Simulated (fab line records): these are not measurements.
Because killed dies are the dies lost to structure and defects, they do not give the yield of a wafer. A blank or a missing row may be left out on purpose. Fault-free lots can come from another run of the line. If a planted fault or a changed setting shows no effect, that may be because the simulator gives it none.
Problem report in the 8D (eight disciplines) form, filled by code :: flow gf180mcu :: the parts of the form that need people (team, actions taken, sign-off) are left out

## 1. WHAT WENT WRONG
Mean of chamber-pressure-pa at GF_M2_SPUTTER_04: 0.3172 Pa across 6 wafers in 2 lots; on wafers with no fault it is 0.3999 Pa (standard deviation 0.00086). That is -96 standard deviations from the usual mean.
The step: material TiN, target thk 50 nm, time 41.7 s.
Earliest sighting: wafer L669.2 on pvd-sputter-02 at day 23 09:46. The record has a number at this step for 39 wafers belonging to 13 lots. The rule behind "out" and "out of limits": a value lying over 4 standard deviations away from the usual mean. The rest of the wafers with a number are treated as sound.

## 2. WHAT IT IS AND WHAT IT IS NOT
question: which readings at this step
is: chamber-pressure-pa
is not: -

question: which lots
is: L669, L672
is not: L657, L658, L659, L660, L661, L662, L663, L667, L675, L678, L679

question: which wafers of those lots
is: all that have a number
is not: -

question: read on which tools
is: pvd-sputter-02
is not: pvd-sputter-03, pvd-sputter-04

question: when
is: from day 23 09:46
is not: up to then (24 sound wafers); but 9 sound wafers of L675, L678, L679 came after

## 3. WHAT RULES OUT EACH SUSPECT
Counting: a tool at a process step up to the reading stays a suspect if it ran every lot that is out and no sound lot after the first of them.
- pvd-sputter-02 at GF_M2_SPUTTER_03 (material Ti, target thk 10 nm, time 6.7 s): kept. Every lot that is out went through it, starting with L669 (day 23 09:45), and after that it ran no sound lot; the last sound lot it ran before then is L663 (day 21 01:02).
- pvd-sputter-02 at GF_M2_SPUTTER_04 (material TiN, target thk 50 nm, time 41.7 s): kept. Every lot that is out went through it, starting with L669 (day 23 09:46), and after that it ran no sound lot; the last sound lot it ran before then is L663 (day 21 01:03). Its own chamber-pressure-pa readings are out on those wafers.
Left after counting: pvd-sputter-02 at GF_M2_SPUTTER_03, pvd-sputter-02 at GF_M2_SPUTTER_04.

## 4. THE CAUSE (what the simulator had put in)
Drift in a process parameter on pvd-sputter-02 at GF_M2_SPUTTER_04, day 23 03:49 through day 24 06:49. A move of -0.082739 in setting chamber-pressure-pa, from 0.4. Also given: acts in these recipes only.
2 suspects survive the count, and this tool is in that group.

## 5. SEQUENCE OF EFFECTS, ordered by route
Rows list readings where the struck wafers' mean (over those with a number) sits beyond 3 standard deviations from the usual. Only readings for which the record gives a usual standard deviation are gone through. hours: the time from each lot's start at the first step in this table that gives one to its start at this step, as a median over the lots. sigmas: the change in usual standard deviations.
hours: 0
step: GF_M2_SPUTTER_04
reading: chamber-pressure-pa
usual: 0.3999 Pa
on struck wafers: 0.3172
change: -0.0827
sigmas: -96

hours: 0
step: GF_M2_SPUTTER_04
reading: throttle-valve-pct
usual: 30.3 %
on struck wafers: 34.3
change: +4.0
sigmas: +4.3
It contains these process steps:
- GF_M2_SPUTTER_04: material TiN, target thk 50 nm, time 41.7 s.

## 6. HOW IT WOULD HAVE BEEN CAUGHT EARLIER
First out-of-limits reading in this record: day 23 09:46, which is 6 hours after fault onset at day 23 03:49.
